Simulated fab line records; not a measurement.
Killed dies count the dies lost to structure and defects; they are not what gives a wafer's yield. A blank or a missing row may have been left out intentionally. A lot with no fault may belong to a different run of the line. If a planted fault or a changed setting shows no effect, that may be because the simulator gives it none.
Split-lot experiment | flow sky130 | 23 wafers read from 5 lots, route of 708 steps

## THE SPLIT ITSELF
At SKY_METAL2_EXPOSE_12 (exposes mask MM2, target cd 140 nm), the setting dose-mj was moved away from the recipe's 28 on 8 of the 23 wafers read, by -6.0% to +2.8%. For the rest of the wafers, this setting stayed at what the recipe calls for.

## FROM THE SPLIT TO THE READING: what the file shows between them, 2 steps
- SKY_METAL2_PEB_13
- SKY_METAL2_DEVELOP_14: develop time 60 s

## THE READING
cd-nm at SKY_METAL2_CD_MEAS_15, given in nm (cd target 140 nm). On this fab line, fault-free wafers typically give 140.7 nm with a standard deviation of 1.6 nm.

wafer  | tool, chamber at the split | dose-mj as run | against the recipe | cd-nm, nm | against lot-mates on the recipe
L074.1 | krf-scanner-01, 0          | 28             | recipe             | 140.0     | -
L074.2 | krf-scanner-01, 0          | 28             | recipe             | 138.2     | -
L074.5 | krf-scanner-01, 0          | 28             | recipe             | 140.6     | -
L077.2 | krf-scanner-02, 0          | 28             | recipe             | 138.7     | -
L077.3 | krf-scanner-02, 0          | 28             | recipe             | 139.4     | -
L077.4 | krf-scanner-02, 0          | 28             | recipe             | 139.3     | -
L077.5 | krf-scanner-02, 0          | 28             | recipe             | 138.2     | -
L077.6 | krf-scanner-02, 0          | 28             | recipe             | 139.5     | -
L078.1 | krf-scanner-02, 0          | 26.32          | -6.0%              | 151.3     | +11.5
L078.3 | krf-scanner-02, 0          | 28             | recipe             | 138.6     | -
L078.4 | krf-scanner-02, 0          | 26.32          | -6.0%              | 150.7     | +10.9
L078.5 | krf-scanner-02, 0          | 26.32          | -6.0%              | 151.9     | +12.1
L078.6 | krf-scanner-02, 0          | 28             | recipe             | 141.0     | -
L080.1 | krf-scanner-01, 0          | 28             | recipe             | 141.7     | -
L080.2 | krf-scanner-01, 0          | 28             | recipe             | 140.4     | -
L080.3 | krf-scanner-01, 0          | 28.79          | +2.8%              | 134.5     | -6.5
L080.5 | krf-scanner-01, 0          | 28             | recipe             | 141.0     | -
L080.6 | krf-scanner-01, 0          | 28.79          | +2.8%              | 134.4     | -6.6
L084.1 | krf-scanner-02, 0          | 27.37          | -2.2%              | 146.4     | +6.2
L084.2 | krf-scanner-02, 0          | 28             | recipe             | 140.6     | -
L084.3 | krf-scanner-02, 0          | 27.37          | -2.2%              | 145.3     | +5.1
L084.4 | krf-scanner-02, 0          | 28             | recipe             | 139.9     | -
L084.6 | krf-scanner-02, 0          | 27.37          | -2.2%              | 145.7     | +5.4

FIT RESULTS
A straight line over all 23 wafers: cd-nm changes by -1.97 nm for each +1% of dose-mj; r = -0.98; the points scatter about the line by 1.1 nm.
The same after taking each lot's own level away (the mean of its wafers on the recipe; 23 wafers): -2.03 nm for each +1%; r = -0.99; scatter 0.86 nm.
That fit puts the effect of the largest move of dose-mj on the reading at 12 nm.
The span of the lots' own levels, 139.02 to 141.03 nm, comes to 1.3 times the standard deviation stated above.
Hence the lot-to-lot level has little effect on the slope; both slopes agree.
Check: +12.4 nm against its lot-mates is what the line predicts for one of the wafers moved furthest among these (-6.0%) when that wafer is left out of the fit. It came out at +11.5 nm against them.

## OTHER SPLITS ON THESE WAFERS
These wafers also went through other splits before the reading. Each is held against what the fit with the lots' levels taken away leaves over:
other split on the same wafers    | wafers away from the commonest value | r with cd-nm (lot level and that fit taken away)
SKY_CONTACT_DEVELOP_13 dev-temp-c | 5                                    | +0.14
SKY_METAL1_SPUTTER_03 time-s      | 5                                    | +0.19
SKY_VIA1_SPUTTER_20 time-s        | 9                                    | -0.24
SKY_METAL2_SPUTTER_02 time-s      | 4                                    | +0.16

## THE WHOLE CHAIN: every reading that the file lists as answering this split, in the file's order
step                     | what it does                                                                    | reading                                                       | change (the file's fit)              | r (the file's)
SKY_METAL2_CD_MEAS_15    | target cd 140 nm                                                                | cd-nm                                                         | -2.04 nm for each +1% of the setting | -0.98
SKY_METAL2_DESCUM_17     | chemistry O2, time 8 s                                                          | METAL2.cd-nm (the simulator's own value, which no gauge read) | -2 nm for each +1% of the setting    | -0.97
SKY_METAL2_METAL_ETCH_19 | etches the open film in Cl2/BCl3, stops on SiO2, target depth 360 nm, time 78 s | METAL2.cd-nm (the simulator's own value, which no gauge read) | -1.91 nm for each +1% of the setting | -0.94

## THE FILE'S OWN FIT
cd-nm changes by -2.04 nm for each +1% of dose-mj, r = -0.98.
